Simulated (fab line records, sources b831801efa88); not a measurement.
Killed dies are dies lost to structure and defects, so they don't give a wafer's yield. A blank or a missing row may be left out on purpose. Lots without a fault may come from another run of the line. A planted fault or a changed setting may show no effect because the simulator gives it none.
fab line records | flow gf180mcu
record lots=14 wafers=42 last_day=34
route steps=602 shown VT_IMPLANT@100 POLY_GATE@157 HV_LDD@207 NSD@247
lots that met no fault: from a run of the same line without faults
start_h: hours from the record's first day to the start of the lot's first wafer shown | wait_h: hours since the lot's step before | " the same as in the row above | L1.1+2: a row that stands for several wafers | - no value, or no start given | * or withheld: withheld | < > ~ a bound
route shown NAME@n: a module of which the file shows steps, and the number in the route of the first | usual: mean/standard deviation of fault-free wafers | same: alike in all rows | chamber/n: place in a boat | sites: the reading at each site | _std_site: their standard deviation | _edge_site: outer sites' mean less inner sites' | radius_mm: how far each site lies from the wafer's centre | mask NAME#n: copy n | behind: the tool/chamber that last shaped the wafer | hold: why the lot was held/for how many hours/how that ended | device: the transistor (n, p or np) that didn't switch | end of line: the same wafers' tests at the end of the route | a step without rows: its recipe alone | killed: dies lost to structure and defects at the first sort, not the wafer's yield | map: a wafer's dies, x killed, . not, _ none there
set.NAME: the setting as run; set.NAME@STEP: as run at that earlier step | model.NAME: the simulator's own value behind a step, which no gauge read
steps of the route over a sample of lots; a table a step, a row a wafer
services: from which hour (start_h, from the record's first day; less than 0 if before it) a tool's chamber was out of use, for how many hours, and why
## steps
# step GF_VT_IMPLANT_TW_MEAS_10
# usual VT_IMPLANT_TW=565/9.3
# columns lot.wafer tool chamber start_h wait_h VT_IMPLANT_TW
L260.1 film_metro-03 - 119.79 0.1 554
L260.2 " - " " 555
L260.4 " - " " 560
L261.2 film_metro-03 - 126.21 0.1 561
L261.3 " - " " 561
L261.4 " - " " 564
L263.3 film_metro-02 - 134.81 0.1 576
L263.4 " - " " 577
L263.5 " - " " 578
L264.1 film_metro-04 - 140.60 0.1 566
L264.4 " - " " 567
L264.5 " - " " 565
L266.3 film_metro-04 - 152.87 0.1 566
L266.4 " - " " 565
L266.6 " - " " 569
L267.3 film_metro-03 - 158.05 0.1 555
L267.4 " - " " 557
L267.5 " - " " 558
L268.1 film_metro-03 - 164.19 0.1 553
L268.2 " - " " 556
L268.6 " - " " 552
L269.1 film_metro-03 - 171.88 0.1 557
L269.2 " - " " 559
L269.5 " - " " 562
L270.1 film_metro-03 - 178.75 0.1 559
L270.3 " - " " 556
L270.6 " - " " 558
L272.1 film_metro-03 - 187.65 0.1 558
L272.4 " - " " 557
L272.6 " - " " 561
L273.1 film_metro-04 - 196.65 0.1 568
L273.3 " - " " 568
L273.6 " - " " 568
L274.2 film_metro-03 - 201.84 0.1 557
L274.4 " - " " 558
L274.5 " - " " 557
L275.2 film_metro-03 - 212.94 0.1 559
L275.3 " - " " 561
L275.6 " - " " 559
L282.2 film_metro-02 - 255.54 0.1 580
L282.3 " - " " 577
L282.6 " - " " 579
# step GF_POLY_GATE_CVD_00
# recipe material=poly-Si target_thk_nm=200 temp_c=620 time_s=1200 pressure_mtorr=200
# usual spike_tc_centre_C=619.4/1.2 zone_power_centre_pct=9.0/0.73
# columns lot.wafer tool chamber start_h wait_h spike_tc_centre_C zone_power_centre_pct
L260.1 lpcvd-02 0 185.52 0.0 618.7 8.9
L260.2 " 0 " " 617.7 9.1
L260.4 " 0 " " 617.5 9.2
L261.2 lpcvd-01 0 192.09 0.0 621.5 10.3
L261.3 " 0 " " 621.2 10.3
L261.4 " 0 " " 621.5 10.2
L263.3 lpcvd-01 1 205.09 1.1 617.1 8.2
L263.4 " 1 " " 617.5 8.1
L263.5 " 1 " " 619.2 8.1
L264.1 lpcvd-01 1 210.08 0.0 618.3 8.2
L264.4 " 1 " " 619.1 8.1
L264.5 " 1 " " 618.8 8.2
L266.3 lpcvd-02 0 226.90 0.0 618.6 9.2
L266.4 " 0 " " 620.6 9.1
L266.6 " 0 " " 620.2 9.0
L267.3 lpcvd-01 0 232.79 0.0 620.5 10.1
L267.4 " 0 " " 618.4 10.1
L267.5 " 0 " " 620.6 10.2
L268.1 lpcvd-02 0 239.71 0.0 618.2 9.1
L268.2 " 0 " " 617.2 9.1
L268.6 " 0 " " 619.4 9.2
L269.1 lpcvd-02 1 250.23 0.0 619.4 8.5
L269.2 " 1 " " 619.4 8.6
L269.5 " 1 " " 619.8 8.7
L270.1 lpcvd-02 0 256.75 0.0 617.8 9.1
L270.3 " 0 " " 619.5 9.1
L270.6 " 0 " " 618.6 9.2
L272.1 lpcvd-02 1 263.82 0.0 632.1 10.7
L272.4 " 1 " " 633.4 10.6
L272.6 " 1 " " 633.1 10.5
L273.1 lpcvd-01 0 275.06 0.0 619.4 10.2
L273.3 " 0 " " 620.2 10.0
L273.6 " 0 " " 619.2 10.1
L274.2 lpcvd-02 0 280.51 0.0 631.9 11.5
L274.4 " 0 " " 633.2 11.4
L274.5 " 0 " " 632.4 11.4
L275.2 lpcvd-02 0 293.42 0.0 632.9 11.3
L275.3 " 0 " " 630.0 11.3
L275.6 " 0 " " 634.0 11.4
L282.2 lpcvd-01 0 344.01 0.0 620.8 10.4
L282.3 " 0 " " 621.5 10.2
L282.6 " 0 " " 619.6 10.2
# step GF_POLY_GATE_THK_MEAS_01
# recipe reads=poly-Si_of_POLY_GATE_CVD_00
# usual POLY_GATE_CVD_00_THK=201.0/1.8
# columns lot.wafer tool chamber start_h wait_h POLY_GATE_CVD_00_THK[nm]
L260.1 film_metro-03 - 186.85 0.0 202.9
L260.2 " - " " 202.5
L260.4 " - " " 203.0
L261.2 film_metro-03 - 194.10 0.0 200.9
L261.3 " - " " 201.7
L261.4 " - " " 200.3
L263.3 film_metro-01 - 206.44 0.0 197.8
L263.4 " - " " 197.9
L263.5 " - " " 199.8
L264.1 film_metro-01 - 211.41 0.0 197.6
L264.4 " - " " 197.8
L264.5 " - " " 197.1
L266.3 film_metro-02 - 228.25 0.0 199.2
L266.4 " - " " 200.4
L266.6 " - " " 201.4
L267.3 film_metro-03 - 234.14 0.0 201.9
L267.4 " - " " 204.1
L267.5 " - " " 201.9
L268.1 film_metro-01 - 241.71 0.0 199.6
L268.2 " - " " 201.1
L268.6 " - " " 199.7
L269.1 film_metro-03 - 251.56 0.0 203.4
L269.2 " - " " 204.3
L269.5 " - " " 203.6
L270.1 film_metro-03 - 258.08 0.0 199.3
L270.3 " - " " 201.7
L270.6 " - " " 199.3
L272.1 film_metro-02 - 265.15 0.0 220.5
L272.4 " - " " 209.0
L272.6 " - " " 206.0
L273.1 film_metro-02 - 276.40 0.0 197.1
L273.3 " - " " 199.1
L273.6 " - " " 198.4
L274.2 film_metro-03 - 281.86 0.0 229.3
L274.4 " - " " 229.8
L274.5 " - " " 229.5
L275.2 film_metro-02 - 294.76 0.0 228.4
L275.3 " - " " 230.3
L275.6 " - " " 225.7
L282.2 film_metro-01 - 345.36 0.0 203.7
L282.3 " - " " 200.9
L282.6 " - " " 203.0
# step GF_HV_LDD_CD_MEAS_31
# recipe target_cd_nm=400
# usual cd_nm=400.7/2.4
# columns lot.wafer tool chamber start_h wait_h cd_nm
L260.1 cd_sem-02 - 261.10 0.1 400.5
L260.2 " - " " 402.6
L260.4 " - " " 398.2
L261.2 cd_sem-01 - 269.43 0.1 398.9
L261.3 " - " " 398.3
L261.4 " - " " 398.4
L263.3 cd_sem-02 - 286.30 0.1 405.2
L263.4 " - " " 406.0
L263.5 " - " " 402.9
L264.1 cd_sem-02 - 290.86 0.1 401.1
L264.4 " - " " 401.2
L264.5 " - " " 400.3
L266.3 cd_sem-02 - 308.28 0.1 400.3
L266.4 " - " " 400.8
L266.6 " - " " 398.3
L267.3 cd_sem-01 - 316.25 0.1 400.1
L267.4 " - " " 401.9
L267.5 " - " " 402.0
L268.1 cd_sem-02 - 322.44 0.1 400.5
L268.2 " - " " 400.3
L268.6 " - " " 401.1
L269.1 cd_sem-02 - 335.55 0.1 398.7
L269.2 " - " " 397.6
L269.5 " - " " 398.2
L270.1 cd_sem-02 - 341.05 0.1 399.7
L270.3 " - " " 399.5
L270.6 " - " " 400.4
L272.1 cd_sem-01 - 349.18 0.2 400.2
L272.4 " - " " 399.1
L272.6 " - " " 401.5
L273.1 cd_sem-02 - 362.29 0.1 399.0
L273.3 " - " " 399.6
L273.6 " - " " 399.2
L274.2 cd_sem-01 - 368.68 0.1 401.0
L274.4 " - " " 399.2
L274.5 " - " " 400.4
L275.2 cd_sem-02 - 383.41 0.1 402.1
L275.3 " - " " 400.7
L275.6 " - " " 403.4
L282.2 cd_sem-01 - 439.78 0.1 405.0
L282.3 " - " " 404.7
L282.6 " - " " 404.7
# step GF_NSD_TW_MEAS_12
# usual NSD_TW=4279/60
# columns lot.wafer tool chamber start_h wait_h NSD_TW
L260.1 film_metro-02 - 306.20 0.1 4367
L260.2 " - " " 4384
L260.4 " - " " 4353
L261.2 film_metro-04 - 313.51 0.1 4271
L261.3 " - " " 4287
L261.4 " - " " 4276
L263.3 film_metro-03 - 333.04 0.1 4207
L263.4 " - " " 4213
L263.5 " - " " 4229
L264.1 film_metro-02 - 337.12 0.1 4363
L264.4 " - " " 4364
L264.5 " - " " 4366
L266.3 film_metro-03 - 355.72 0.1 4221
L266.4 " - " " 4206
L266.6 " - " " 4237
L267.3 film_metro-04 - 363.17 0.1 4255
L267.4 " - " " 4252
L267.5 " - " " 4232
L268.1 film_metro-02 - 370.05 0.1 4382
L268.2 " - " " 4408
L268.6 " - " " 4378
L269.1 film_metro-04 - 384.42 0.1 4281
L269.2 " - " " 4299
L269.5 " - " " 4276
L270.1 film_metro-03 - 390.12 0.1 4245
L270.3 " - " " 4259
L270.6 " - " " 4223
L272.1 film_metro-02 - 399.37 0.1 4362
L272.4 " - " " 4367
L272.6 " - " " 4370
L273.1 film_metro-03 - 412.56 0.1 4254
L273.3 " - " " 4248
L273.6 " - " " 4262
L274.2 film_metro-02 - 420.03 0.1 4373
L274.4 " - " " 4382
L274.5 " - " " 4381
L275.2 film_metro-03 - 434.81 0.1 4251
L275.3 " - " " 4229
L275.6 " - " " 4253
L282.2 film_metro-03 - 492.93 0.1 4246
L282.3 " - " " 4239
L282.6 " - " " 4264
## services
# columns tool chamber start_h hours kind
lpcvd-02 - 194.09 6.1 pm
lpcvd-02 - 200.20 17.2 pm
lpcvd-01 - 329.86 1.3 repair
## key
first_sign step=GF_POLY_GATE_CVD_00 reading=spike_tc_centre_C direction=up sigmas=11 usual=619.4 struck=632.6
effect step=GF_POLY_GATE_CVD_00 reading=zone_power_centre_pct direction=up sigmas=2.9 usual=9.0 struck=11.1
effect step=GF_POLY_GATE_THK_MEAS_01 reading=POLY_GATE_CVD_00_THK direction=up sigmas=12 usual=201.0 struck=223.2
met_at GF_POLY_GATE_CVD_00
struck_lots L272,L274,L275
tester_left_out L272,L274,L275
not_acting_at GF_VT_IMPLANT_TW_MEAS_10,GF_HV_LDD_CD_MEAS_31,GF_NSD_TW_MEAS_12
onset_between 256.75 263.82
fault kind=process_parameter_drift tool=lpcvd-02 chamber=- onset_h=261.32 steps=GF_POLY_GATE_CVD_00 channel=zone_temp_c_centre offset=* shape=step end_h=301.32
# tester_left_out: of these lots the tester's yield and bins aren't shown, on N5 and GAA mostly nor the transistor test; their killed dies are dies lost to structure and defects alone, not to doping, threshold or leakage, so they don't give the yield
